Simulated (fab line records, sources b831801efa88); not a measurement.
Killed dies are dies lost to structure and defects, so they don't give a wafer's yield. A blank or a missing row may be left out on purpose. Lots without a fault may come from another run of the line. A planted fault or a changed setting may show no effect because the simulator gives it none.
Which tool did it? | flow sky130 | 11 lots, 33 wafers sampled, at 4 steps of a route of 708

WHAT THE GAUGES READ, wafer by wafer
SKY_PASSIVATION_THK_MEAS_03.
lot  | measured     | on            | PASSIVATION_CVD_02_THK (nm)
L129 | day 44 07:07 | film_metro-02 | 532 536 542
L131 | day 44 14:09 | film_metro-04 | 672 546 549
L133 | day 45 04:10 | film_metro-02 | 545 672 683
L141 | day 47 06:37 | film_metro-03 | 531 542 541
L143 | day 47 19:33 | film_metro-04 | 535 548 537
L144 | day 48 03:49 | film_metro-02 | 533 532 539
L145 | day 48 06:23 | film_metro-04 | 527 538 538
L146 | day 48 10:32 | film_metro-02 | 542 539 541
L147 | day 48 21:23 | film_metro-02 | 540 529 542
L148 | day 48 23:30 | film_metro-04 | 535 550 549
L149 | day 49 07:44 | film_metro-02 | 536 547 543

WHICH TOOL RAN EACH LOT (tool, then ch and the chambers of the sampled wafers, then the start)
lot  | SKY_METAL4_ETCH_17                 | SKY_METAL5_SPUTTER_03        | SKY_PASSIVATION_CVD_02
L129 | rie_diel-04 ch 0,1,2, day 42 04:43 | pvd_sputter-03, day 43 07:11 | pecvd-03 ch 0,2, day 44 06:53
L131 | rie_diel-02 ch 0,2,3, day 42 12:40 | pvd_sputter-04, day 43 15:02 | pecvd-03 ch 0,1, day 44 13:55
L133 | rie_diel-03 ch 0,1,2, day 43 02:55 | pvd_sputter-01, day 44 04:54 | pecvd-03 ch 0,2, day 45 03:56
L141 | rie_diel-03 ch 0,3, day 45 09:35   | pvd_sputter-03, day 46 08:59 | pecvd-02 ch 0,1,2, day 47 06:23
L143 | rie_diel-04 ch 0,2, day 45 23:25   | pvd_sputter-04, day 46 22:32 | pecvd-03 ch 1,2, day 47 19:19
L144 | rie_diel-04 ch 0,1,3, day 46 08:49 | pvd_sputter-03, day 47 07:44 | pecvd-02 ch 0,1,2, day 48 03:35
L145 | rie_diel-04 ch 0,3, day 46 10:20   | pvd_sputter-01, day 47 09:28 | pecvd-03 ch 0,1, day 48 06:10
L146 | rie_diel-02 ch 1,3, day 46 15:39   | pvd_sputter-01, day 47 14:05 | pecvd-03 ch 1,2, day 48 10:19
L147 | rie_diel-04 ch 1,3, day 47 03:35   | pvd_sputter-04, day 48 02:07 | pecvd-02 ch 0,1,2, day 48 21:10
L148 | rie_diel-03 ch 2,3, day 47 05:22   | pvd_sputter-04, day 48 03:32 | pecvd-01 ch 1,2, day 48 23:16
L149 | rie_diel-04 ch 0,1,3, day 47 14:50 | pvd_sputter-04, day 48 12:22 | pecvd-03 ch 1,2, day 49 07:29
- SKY_METAL4_ETCH_17: etches SiO2 in C4F8/O2/Ar, stops on TiN, time 3.9 s, target depth 15 nm.
- SKY_METAL5_SPUTTER_03: material Ti, target thk 5 nm, time 3.3 s.
- SKY_PASSIVATION_CVD_02: deposits Si3N4, target thk 540 nm.

THE ANSWER, worked out from the rows above alone
Rule: what is usual is taken from the lots themselves. Put in order of their means at a reading, lots are off if they are a third of the lots or fewer, leave a main group of 4 or more, and stand apart from it by a gap of 3 or more times the standard deviation of the main group's means; of several such gaps the widest counts. A main group whose means are all the same, to the digits that the tables above print for the reading, isn't used. A lot without any number at a reading at which 4 lots or more have one is off too. The other lots that the step has rows for count as sound.
Off: L131, L133, at SKY_PASSIVATION_THK_MEAS_03 (PASSIVATION_CVD_02_THK). The main group: mean 539 nm, standard deviation 3.2.
A tool fits if, at a process step before that reading, it ran every lot that is off, and no sound lot after the first of them. The gauges at SKY_PASSIVATION_THK_MEAS_03 are tried like those tools. None of those tried fits.

WHAT THE SIMULATOR HAD PUT IN
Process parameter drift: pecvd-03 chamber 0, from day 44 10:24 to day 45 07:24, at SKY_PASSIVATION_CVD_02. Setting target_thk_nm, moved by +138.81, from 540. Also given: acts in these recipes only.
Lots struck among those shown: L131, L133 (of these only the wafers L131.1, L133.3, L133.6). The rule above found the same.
